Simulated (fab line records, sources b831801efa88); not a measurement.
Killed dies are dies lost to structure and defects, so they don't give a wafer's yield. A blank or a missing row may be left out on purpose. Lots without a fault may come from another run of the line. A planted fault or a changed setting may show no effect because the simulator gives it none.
Which tool did it? | flow gf180mcu | 12 lots, 36 wafers sampled, at 4 steps of a route of 602

WHAT THE GAUGES READ, wafer by wafer
GF_DUAL_GATE_THK_MEAS_03.
lot  | measured     | on            | DUAL_GATE_OXIDATION_00_THK (nm)
L608 | day 8 09:53  | film_metro-01 | 10.92 10.85 11.06
L610 | day 9 01:10  | film_metro-03 | 11.03 11.03 11.12
L611 | day 9 09:14  | film_metro-02 | 10.95 10.87 11.01
L612 | day 9 16:31  | film_metro-01 | 11.01 11.18 10.97
L617 | day 11 04:15 | film_metro-01 | 10.85 10.69 10.79
L618 | day 11 12:33 | film_metro-01 | 10.94 10.88 10.77
L623 | day 12 20:56 | film_metro-01 | 8.66 8.62 8.78
L624 | day 13 01:21 | film_metro-02 | 8.98 8.86 8.85
L625 | day 13 14:15 | film_metro-01 | 9.16 9.15 9.12
L626 | day 13 16:09 | film_metro-02 | 10.97 11.06 10.95
L627 | day 13 20:34 | film_metro-02 | 10.95 11.24 10.98
L630 | day 14 18:38 | film_metro-02 | 11.00 10.88 10.84

GF_M3_THK_MEAS_06: measures by xrf.
lot  | measured     | on            | M3_ALCU_THK (nm)
L608 | day 22 10:11 | film_metro-01 | 445 446 451
L610 | day 23 07:10 | film_metro-01 | 450 446 450
L611 | day 23 16:02 | film_metro-01 | 448 448 455
L612 | day 23 19:40 | film_metro-04 | 449 448 450
L617 | day 25 15:10 | film_metro-04 | 446 448 450
L618 | day 26 00:47 | film_metro-04 | 453 451 443
L623 | day 27 10:26 | film_metro-03 | 448 444 437
L624 | day 27 15:34 | film_metro-04 | 448 437 450
L625 | day 28 02:22 | film_metro-01 | 452 458 458
L626 | day 28 04:59 | film_metro-01 | 448 453 449
L627 | day 28 10:22 | film_metro-01 | 454 454 461
L630 | day 29 08:24 | film_metro-04 | 446 445 438

GF_V3_THK_MEAS_03.
lot  | measured     | on            | V3_CVD_02_THK (nm)
L608 | day 23 11:56 | film_metro-01 | 840 856 865
L610 | day 24 07:44 | film_metro-02 | 842 863 848
L611 | day 24 16:01 | film_metro-02 | 854 861 870
L612 | day 24 20:08 | film_metro-03 | 864 869 865
L617 | day 26 14:37 | film_metro-03 | 858 846 862
L618 | day 26 23:17 | film_metro-03 | 854 854 860
L623 | day 28 07:34 | film_metro-03 | 845 849 859
L624 | day 28 12:58 | film_metro-02 | 851 863 874
L625 | day 28 23:26 | film_metro-03 | 844 841 851
L626 | day 29 02:57 | film_metro-03 | 871 863 870
L627 | day 29 08:38 | film_metro-03 | 844 846 857
L630 | day 30 06:04 | film_metro-03 | 853 874 871

WHICH TOOL RAN EACH LOT (tool, then ch and the chambers of the sampled wafers, then the start)
lot  | GF_DUAL_GATE_OXIDATION_02
L608 | furnace-01 ch 0, day 8 08:25
L610 | furnace-02 ch 0, day 8 23:44
L611 | furnace-02 ch 0, day 9 07:47
L612 | furnace-02 ch 0, day 9 15:04
L617 | furnace-02 ch 0, day 11 02:49
L618 | furnace-01 ch 0, day 11 11:05
L623 | furnace-02 ch 0, day 12 19:29
L624 | furnace-02 ch 0, day 12 23:53
L625 | furnace-02 ch 0, day 13 12:49
L626 | furnace-01 ch 0, day 13 14:40
L627 | furnace-01 ch 0, day 13 19:07
L630 | furnace-01 ch 0, day 14 17:11
- GF_DUAL_GATE_OXIDATION_02: stabilise 600 s, purge 300 s, target thk 10.887 nm.

WHAT THE TOOLS THEMSELVES READ (means of the sampled wafers that have a number; where no wafer has one, the mark that the record gives instead)
GF_DUAL_GATE_OXIDATION_02.
lot  | tool       | spike_tc_bottom_C (C) | spike_tc_centre_C (C) | spike_tc_lower_C (C) | spike_tc_top_C (C) | spike_tc_upper_C (C) | tube_center_temp_C (C) | tube_center_temp_C_max | zone_power_bottom_pct (%) | zone_power_upper_pct (%)
L608 | furnace-01 | 912.5                 | 901.1                 | 901.4                | 914.3              | 901.2                | 899.89                 | 902.0                  | 27.9                      | 17.32
L610 | furnace-02 | 915.1                 | 900.8                 | 901.3                | 909.6              | 900.0                | 899.94                 | 902.0                  | 27.2                      | 17.07
L611 | furnace-02 | 914.5                 | 900.9                 | 901.2                | 910.0              | 899.6                | 900.00                 | 902.2                  | 27.2                      | 17.13
L612 | furnace-02 | 913.7                 | 900.2                 | 902.0                | 910.6              | 900.2                | 899.93                 | 902.4                  | 27.5                      | 16.95
L617 | furnace-02 | 914.3                 | 900.6                 | 901.1                | 910.8              | 898.5                | 900.02                 | 902.2                  | 27.3                      | 16.92
L618 | furnace-01 | 912.4                 | 900.1                 | 899.4                | 914.5              | 901.6                | 900.03                 | 902.1                  | 27.8                      | 17.21
L623 | furnace-02 | 898.7                 | 884.3                 | 886.8                | 894.2              | 883.5                | 883.86                 | 886.3                  | 26.4                      | 16.35
L624 | furnace-02 | 898.3                 | 884.3                 | 886.4                | 894.6              | 883.3                | 883.93                 | 886.1                  | 26.5                      | 16.60
L625 | furnace-02 | 898.2                 | 884.3                 | 885.4                | 895.0              | 884.0                | 883.82                 | 886.7                  | 26.7                      | 16.35
L626 | furnace-01 | 913.1                 | 900.1                 | 899.8                | 915.5              | 900.4                | 899.88                 | 902.5                  | 28.0                      | 17.31
L627 | furnace-01 | 913.2                 | 899.9                 | 900.7                | 915.1              | 900.4                | 899.94                 | 902.2                  | 27.6                      | 17.44
L630 | furnace-01 | 913.3                 | 900.4                 | 900.2                | 915.0              | 901.3                | 900.09                 | 902.3                  | 27.6                      | 17.22

THE ANSWER, worked out from the rows above alone
Rule: what is usual is taken from the lots themselves. Put in order of their means at a reading, lots are off if they are a third of the lots or fewer, leave a main group of 4 or more, and stand apart from it by a gap of 3 or more times the standard deviation of the main group's means; of several such gaps the widest counts. A main group whose means are all the same, to the digits that the tables above print for the reading, isn't used. A lot without any number at a reading at which 4 lots or more have one is off too. The other lots that the step has rows for count as sound. The gauges are gone through in route order, then the tools' own readings, and for those a lot's mean is taken as printed above. The first step at which some lot is off is used, and at that step the reading that is off furthest; a lot without a number counts as furthest.
Off: L623, L624, L625, at GF_DUAL_GATE_THK_MEAS_03 (DUAL_GATE_OXIDATION_00_THK). The main group: mean 10.96 nm, standard deviation 0.091.
A tool fits if, at a process step before that reading, it ran every lot that is off, and no sound lot after the first of them. The gauges at GF_DUAL_GATE_THK_MEAS_03 aren't tried: what is off there is off at GF_DUAL_GATE_OXIDATION_02 too, on other tools, and a gauge's error can't cause that. One fits: furnace-02 at GF_DUAL_GATE_OXIDATION_02. Its last sound lot is L617 (day 11 02:49), its first lot that is off L623 (day 12 19:29): a fault that began between those two fits.
The tool's own readings at GF_DUAL_GATE_OXIDATION_02 bear it out: on the lots that are off they differ by more than 5 times the standard deviation of the sound lots' means. spike_tc_bottom_C reads 898.4 C there against 913.6 C on the sound lots; spike_tc_centre_C reads 884.3 C there against 900.5 C on the sound lots; spike_tc_lower_C reads 886.2 C there against 900.8 C on the sound lots; spike_tc_top_C reads 894.6 C there against 912.8 C on the sound lots; spike_tc_upper_C reads 883.6 C there against 900.4 C on the sound lots; tube_center_temp_C reads 883.87 C there against 899.97 C on the sound lots; tube_center_temp_C_max reads 886.4 there against 902.2 on the sound lots.

WHAT THE SIMULATOR HAD PUT IN
Process parameter drift: furnace-02, from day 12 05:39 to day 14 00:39, at GF_DUAL_GATE_OXIDATION_02. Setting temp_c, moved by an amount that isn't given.
Lots struck among those shown: L623, L624, L625. The rule above found the same.
